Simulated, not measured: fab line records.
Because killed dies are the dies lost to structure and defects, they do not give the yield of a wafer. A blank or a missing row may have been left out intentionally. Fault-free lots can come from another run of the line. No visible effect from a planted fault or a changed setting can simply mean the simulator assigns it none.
Chamber matching / flow sfq-line / SFQ_TRILAYER_I4_CMP_CMP_100 on cmp-01: 3 sister chambers
The step polishes SiO2. 6 wafers are shown with their chamber, then 5 later ones without.

== WAFERS PAIRED WITH THEIR CHAMBERS ==
wafer=L299.4; chamber=0; motor-current-A (A)=9.5; time-to-endpoint-s (s)=212
wafer=L299.1; chamber=2; motor-current-A (A)=9.6; time-to-endpoint-s (s)=216
wafer=L299.5; chamber=0; motor-current-A (A)=9.3; time-to-endpoint-s (s)=221
wafer=L300.5; chamber=1; motor-current-A (A)=9.0; time-to-endpoint-s (s)=212
wafer=L300.6; chamber=2; motor-current-A (A)=9.6; time-to-endpoint-s (s)=200
wafer=L304.1; chamber=1; motor-current-A (A)=8.9; time-to-endpoint-s (s)=213

== WAFERS WITHOUT THEIR CHAMBER ==
wafer=L304.5; motor-current-A (A)=9.8; time-to-endpoint-s (s)=212
wafer=L308.1; motor-current-A (A)=8.1; time-to-endpoint-s (s)=195
wafer=L315.1; motor-current-A (A)=8.8; time-to-endpoint-s (s)=204
wafer=L315.3; motor-current-A (A)=9.5; time-to-endpoint-s (s)=202
wafer=L315.5; motor-current-A (A)=9.2; time-to-endpoint-s (s)=197

== EACH ONE'S CHAMBER ==
wafer=L304.5; from the rows above=2; in truth=2
wafer=L308.1; from the rows above=1; in truth=1
wafer=L315.1; from the rows above=1; in truth=1
wafer=L315.3; from the rows above=can't be placed: 2 or 0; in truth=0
wafer=L315.5; from the rows above=can't be placed: 0 or 1 or 2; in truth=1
Correct placement for 3 of the 5. Unplaceable from these rows: 2, with the true chamber sitting among the candidates in 2. Wrongly placed: 0.
How it was worked out, from the rows above alone: a wafer's distance from a chamber is the root of the sum, over the readings, of the square of ((its reading less the chamber's mean) divided by the reading's scatter). The wafer belongs to the nearest chamber; if the next one is less than 2 further off, it can't be placed. The mean given for a chamber averages the wafers shown for that chamber. The scatter: take each reading less its chamber's mean, square it, sum over the shown wafers, divide by the number of wafers less the number of chambers, and take the root.
